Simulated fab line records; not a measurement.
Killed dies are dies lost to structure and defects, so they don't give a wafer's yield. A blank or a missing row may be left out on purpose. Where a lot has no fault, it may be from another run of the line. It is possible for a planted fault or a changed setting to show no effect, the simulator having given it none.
Matching of chambers -- flow gf180mcu -- GF_SAB_ETCH_11 on rie_diel-03: 4 sister chambers
The step etches SiO2 in C4F8/O2/Ar, target depth 55 nm, time 8.5 s. 4 wafers are shown with their chamber, then 7 later ones without.

WAFERS WITH THEIR CHAMBER
wafer,chamber,oes_product_au (a.u.)
L089.1,2,1.003
L089.3,3,1.006
L090.3,0,1.001
L090.5,1,1.027

WAFERS MISSING THEIR CHAMBER
wafer,oes_product_au (a.u.)
L090.6,1.012
L096.1,1.000
L096.4,1.014
L096.5,0.999
L097.2,1.000
L097.3,0.982
L097.4,1.021

WHICH CHAMBER EACH ONE RAN IN
wafer,from the rows above,in truth
L090.6,can't be placed: 3 or 2 or 0 or 1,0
L096.1,can't be placed: 0 or 2 or 3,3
L096.4,can't be placed: 3 or 2 or 1 or 0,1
L096.5,can't be placed: 0 or 2 or 3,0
L097.2,can't be placed: 0 or 2 or 3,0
L097.3,can't be placed: 0 or 2 or 3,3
L097.4,can't be placed: 1 or 3 or 2 or 0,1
Correctly placed: 0 of 7. Cannot be placed on the basis of these rows: 7; the candidates contain the true chamber in 7. Placed wrongly: 0.
How it was worked out, from the rows above alone: a wafer's distance from a chamber is the root of the sum, over the readings, of the square of ((its reading less the chamber's mean) divided by the reading's scatter). The wafer belongs to the nearest chamber; if the next one is less than 2 further off, it can't be placed. For every chamber, the mean is computed from those of its wafers that are shown. The scatter: root of mean squared gap, hidden wafer to nearest shown wafer, with one shown wafer a chamber.
